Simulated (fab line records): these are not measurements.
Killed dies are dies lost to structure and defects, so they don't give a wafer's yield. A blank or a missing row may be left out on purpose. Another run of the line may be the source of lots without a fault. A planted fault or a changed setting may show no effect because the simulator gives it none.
2 desks, one fault -- flow sky130 -- only its own numbers are on each desk; what lay behind them is given at the end

AT THE METROLOGY DESK
Means of the sampled wafers that have a number, per lot and without regard to the tool the lot ran on: this is what the gauges read. Any lot whose mean is over 4 standard deviations away from the usual mean is out of limits and marked OUT; that distance is given in the brackets.
Columns: A = CONTACT_HDPCVD_THK at SKY_CONTACT_THK_MEAS_03, usual 562 nm
lot,first seen here,A
L428,day 31 02:38,556
L429,day 31 04:29,560
L430,day 31 10:45,564
L431,day 31 20:31,556
L432,day 32 01:45,563
L433,day 32 18:14,571
L434,day 32 20:40,612 (+7.8) OUT
L435,day 33 02:24,606 (+6.8) OUT
L437,day 33 18:39,613 (+7.9) OUT
L445,day 36 10:21,556
L447,day 36 19:25,558
L448,day 37 02:27,564
L449,day 37 15:20,559
L450,day 37 17:16,569
This desk's result: L434, L435, L437 out of limits, first on L434 (CONTACT_HDPCVD_THK at SKY_CONTACT_THK_MEAS_03), day 32 20:40. Within limits: L428, L429, L430, L431, L432, L433, L445, L447, L448, L449, L450.

FOR THE TOOL OWNER'S DESK: hdpcvd-01
The tool's own readings at SKY_CONTACT_HDPCVD_02 (deposits SiO2, target thk 565 nm, time 94.2 s): means of the sampled wafers that have a number, for each lot that ran on this tool. Any lot whose mean is over 4 standard deviations away from the usual mean is out of limits and marked OUT; that distance is given in the brackets.
Columns: A = run_length_s at SKY_CONTACT_HDPCVD_02, usual 121.8 s
lot,first seen here,A
L429,day 31 04:25,122.0
L430,day 31 10:41,121.7
L432,day 32 01:40,121.3
L433,day 32 18:10,121.6
L434,day 32 20:34,129.1 (+16) OUT
L435,day 33 02:20,128.7 (+15) OUT
L437,day 33 18:35,129.1 (+16) OUT
L447,day 36 19:20,121.4
L448,day 37 02:22,121.3
L449,day 37 15:16,121.8
L450,day 37 17:11,121.5
This desk's verdict: out of limits on L434, L435, L437, starting with L434 at day 32 20:34 (run_length_s at SKY_CONTACT_HDPCVD_02). Within limits: L429, L430, L432, L433, L447, L448, L449, L450.

TAKEN TOGETHER
The tool owner's desk had the chance to raise an alarm at day 32 20:34 on L434, L435, L437.
An alarm was possible from the metrology desk at day 32 20:40, on L434, L435, L437.
On hdpcvd-01, each named lot ran SKY_CONTACT_HDPCVD_02.

WHAT HAD BEEN PUT IN BY THE SIMULATOR
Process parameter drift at SKY_CONTACT_HDPCVD_02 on hdpcvd-01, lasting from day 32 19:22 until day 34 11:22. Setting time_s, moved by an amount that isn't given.
Lots struck among those shown: L434, L435, L437.
Fault start to first reading out of limits, in hours, per desk: tool owner, 1; metrology, 1.
